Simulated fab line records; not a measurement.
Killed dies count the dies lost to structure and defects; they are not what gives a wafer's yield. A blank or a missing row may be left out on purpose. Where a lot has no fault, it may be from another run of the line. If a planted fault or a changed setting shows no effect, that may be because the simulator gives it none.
Comparing a struck lot with a sound one -- flow sky130 -- 23 out of 708 route steps
Sound: wafers L227.2, L227.5, L227.6. Wafers L217.2, L217.3, L217.5 were the ones struck. The cause is given at the end.
Each step with rows lists, per side, the tool, then ch with its chambers, then its first start. Under that, the readings that differ: sound wafers -- struck wafers -- difference of the means -- sigmas: that difference in standard deviations of wafers without a fault.
alike: a reading whose means differ by less than 2 such deviations, as well as words and numbers matching on both sides. not compared: withheld readings; readings where some wafer has no value; bounds like >300 that might hide an equal value; numbers whose values overlap and for which the record gives no deviation.
A row with sigmas, a row that says differs or no value, or rows on one side alone: a step with any of these is where the two part. When numbers do not overlap yet have no deviation, they are printed without sigmas and do not part them. A reading missing from all wafers of one side parts the sides only when that side holds two or more wafers.

first, 1 step without rows for these wafers: SKY_SONOS_TUNNEL_STRIP_11 (strips in SPM, time 600 s).
SKY_SONOS_TUNNEL_TW_MEAS_12:
  struck on film-metro-04, day 14 13:39; sound on film-metro-02, day 17 12:43
  alike: SONOS_TUNNEL_TW
then, 2 steps without rows for these wafers: SKY_SONOS_TUNNEL_CLEAN_13 (cleans in dHF, time 20 s); SKY_SONOS_ONO_OXIDATION_00 (stabilise 600 s, purge 300 s, target thk 2.6 nm).
SKY_SONOS_ONO_THK_MEAS_01:
  struck on film-metro-04, day 14 17:10; sound on film-metro-04, day 17 16:13
  alike: SONOS_ONO_OXIDATION_THK
then, 1 step without rows for these wafers: SKY_SONOS_ONO_CVD_02 (deposits Si3N4 from DCS/NH3, target thk 10.5 nm, time 180 s).
SKY_SONOS_ONO_THK_MEAS_03:
  struck on film-metro-01, day 14 18:16; sound on film-metro-03, day 17 18:32
  alike: SONOS_ONO_CVD_02_THK
then, 1 step without rows for these wafers: SKY_SONOS_ONO_CVD_04 (deposits SiO2 from SiH4/N2O, target thk 5.7199 nm).
SKY_SONOS_ONO_THK_MEAS_05:
  struck on film-metro-03, day 14 19:35; sound on film-metro-04, day 17 19:50
  alike: SONOS_ONO_CVD_04_THK
then, 3 steps without rows for these wafers: SKY_SONOS_ONO_DEHYDRATE_06 (time 60 s); SKY_SONOS_ONO_HMDS_07 (prime time 60 s); SKY_SONOS_ONO_COAT_08 (resist thk 1140 nm).
SKY_SONOS_ONO_SOFTBAKE_09: time 60 s.
  sound on litho-track-02 ch 0, day 18 10:14; struck on litho-track-01 ch 0, day 15 08:37
reading,sound,struck,difference,sigmas
heater-power-total-W (W),56.52 56.60 56.51,71.99 71.99 71.91,+15.42,+99 or more
run-length-s (s),89.15 89.06 89.34,57.45 57.47 57.45,-31.73,-99 or more
then, 2 steps without rows for these wafers: SKY_SONOS_ONO_EXPOSE_10 (exposes mask ONOM, target cd 410 nm); SKY_SONOS_ONO_PEB_11.
SKY_SONOS_ONO_DEVELOP_12: develop time 60 s.
  sound on litho-track-02 ch 0, day 19 02:05; struck on litho-track-02 ch 0, day 15 22:11
reading,sound,struck,difference,sigmas
model.NOVOLAK_of_SONOS_ONO_COAT_08.thk-nm (nm),1141 1139 1141,1165 1165 1160,+23,
SKY_SONOS_ONO_CD_MEAS_13: target cd 410 nm.
  struck on cd-sem-01, day 15 22:20; sound on cd-sem-01, day 19 02:14
  alike: cd-nm
SKY_SONOS_ONO_OVL_MEAS_14:
  struck on overlay-01, day 15 22:26; sound on overlay-01, day 19 02:20
  alike: SONOS_ONO_OVL
SKY_SONOS_ONO_ETCH_15: etches the open film in CHF3/O2, target depth 19.52 nm, time 7.8 s.
  sound on rie-diel-01 ch 0,1, day 19 02:22; struck on rie-diel-02 ch 0,1,2, day 15 22:28
reading,sound,struck,difference,sigmas
model.NOVOLAK_of_SONOS_ONO_COAT_08.thk-nm (nm),1125 1122 1125,1148 1148 1143,+22,
  alike: O2_flow_sccm, drypump-motor-current-A, oes-product-au, throttle-valve-pct
  not compared: rf-hours-counter-h
then, 1 step without rows for these wafers: SKY_SONOS_ONO_WET_ETCH_16 (etches SiO2 in dHF, target depth 14 nm, time 276 s).
SKY_SONOS_ONO_STRIP_17: strips in O2/N2.
  sound on plasma-asher-03 ch 0,1, day 19 02:29; struck on plasma-asher-03 ch 0,1, day 15 22:35
reading,sound,struck,difference,sigmas
strip-time-to-endpoint-s (s),14.12 14.08 14.12,14.37 14.39 14.34,+0.26,+7
  alike: drypump-motor-current-A, oes-product-au
  not compared: rf-hours-counter-h
then, 1 step without rows for these wafers: SKY_SONOS_ONO_WET_ETCH_18 (etches Si3N4 in H3PO4, target depth 15 nm, time 172 s).
SKY_PAD_OPEN_PROBE_99:
  the record has rows for the sound wafers here (prober-02, day 50 04:34) and none for the struck ones

== WHERE THEY PART ==
First at SKY_SONOS_ONO_SOFTBAKE_09; last, within this record, at SKY_PAD_OPEN_PROBE_99.

WHY: what the simulator had put in
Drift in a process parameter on litho-track-01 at SKY_SONOS_ONO_SOFTBAKE_09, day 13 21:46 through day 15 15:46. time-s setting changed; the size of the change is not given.
